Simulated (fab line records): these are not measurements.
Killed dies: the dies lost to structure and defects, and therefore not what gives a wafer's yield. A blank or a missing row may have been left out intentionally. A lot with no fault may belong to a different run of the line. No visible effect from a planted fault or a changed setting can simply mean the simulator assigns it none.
Problem report in the 8D (eight disciplines) form, filled by code | flow sky130 | the parts of the form that need people (team, actions taken, sign-off) are left out

## 1. WHAT IS WRONG
Mean of killed_at_front_end at SKY_PAD_OPEN_PROBE_99: 62 over 2 wafers from 1 lot, against 15 (standard deviation 4.5) on wafers with no fault. That puts it +10 standard deviations away from the usual mean.
First seen on wafer L168.3, day 50 05:13, on prober-01. The record holds 3 wafers of 1 lot with a number at this step. The rule behind "out" and "out of limits": a value lying over 4 standard deviations away from the usual mean. All remaining wafers that have a number are taken as sound.

## 2. WHAT THIS IS AND IS NOT
question                    | is                               | is not
which readings at this step | killed_at_front_end, killed_dies | killed_at_M0_to_M3, killed_at_M4_up, killed_at_contacts, killed_at_other, killed_open, killed_short
which lots                  | L168                             | -
which wafers of those lots  | L168.3, L168.6                   | L168.5
read on which tools         | prober-01                        | -
when                        | from day 50 05:13                | up to then (0 sound wafers); but 1 sound wafer of L168 came after

## 3. WHAT RULES OUT EACH SUSPECT
Counting: any tool at a process step up to the reading remains a suspect provided it ran every lot that is out. Sound lots after the first of them don't rule it out here, since some wafers of a struck lot are sound.
- plasma_asher-04 at SKY_LDD_HVP_STRIP_09 (strips in O2/N2): kept. It ran the lot that is out, L168 (day 28 07:20).
- prober-01 at SKY_PAD_OPEN_PROBE_99: kept. It ran the lot that is out, L168 (day 50 05:13). Its own killed_at_front_end, killed_dies readings are out on those wafers.
- The sound lot-mates ran in chamber 0 of plasma_asher-04 at SKY_LDD_HVP_STRIP_09, but the wafers that are out ran in chamber 1.
Remaining after the count are plasma_asher-04 at SKY_LDD_HVP_STRIP_09 and prober-01 at SKY_PAD_OPEN_PROBE_99.

## 4. THE CAUSE (what the simulator had put in)
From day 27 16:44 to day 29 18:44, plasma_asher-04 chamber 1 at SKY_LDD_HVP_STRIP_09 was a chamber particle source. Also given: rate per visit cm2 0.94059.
2 suspects survive the count, and this tool is in that group.

## 5. SEQUENCE OF EFFECTS, ordered by route
Rows list readings where the struck wafers' mean (over those with a number) sits beyond 3 standard deviations from the usual. Only readings whose record carries a usual standard deviation are examined. hours: median over the lots of the time between each lot's start at the first step of this table that gives one and its start at this step. sigmas: the change, counted in usual standard deviations.
hours | step                  | reading             | usual | on struck wafers | change | sigmas
0     | SKY_PAD_OPEN_PROBE_99 | killed_at_front_end | 15    | 62               | +47    | +10
0     | SKY_PAD_OPEN_PROBE_99 | killed_dies         | 86    | 126              | +40    | +4.2
The process steps in it:
- SKY_PAD_OPEN_PROBE_99

## 6. HOW IT WOULD HAVE BEEN CAUGHT EARLIER
The fault began at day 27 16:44; the first out-of-limits reading in this record came at day 50 05:13, 540 hours later.
No tool reading at SKY_LDD_HVP_STRIP_09 that has a usual standard deviation in the record was out on any struck wafer, so an alarm limit of 4 standard deviations on those readings would not have fired.
Each of the lots that are out, 1 in all, had begun SKY_LDD_HVP_STRIP_09 on plasma_asher-04 no later than day 50 05:13. Had the tool been put on hold then, not one of them would have been saved.
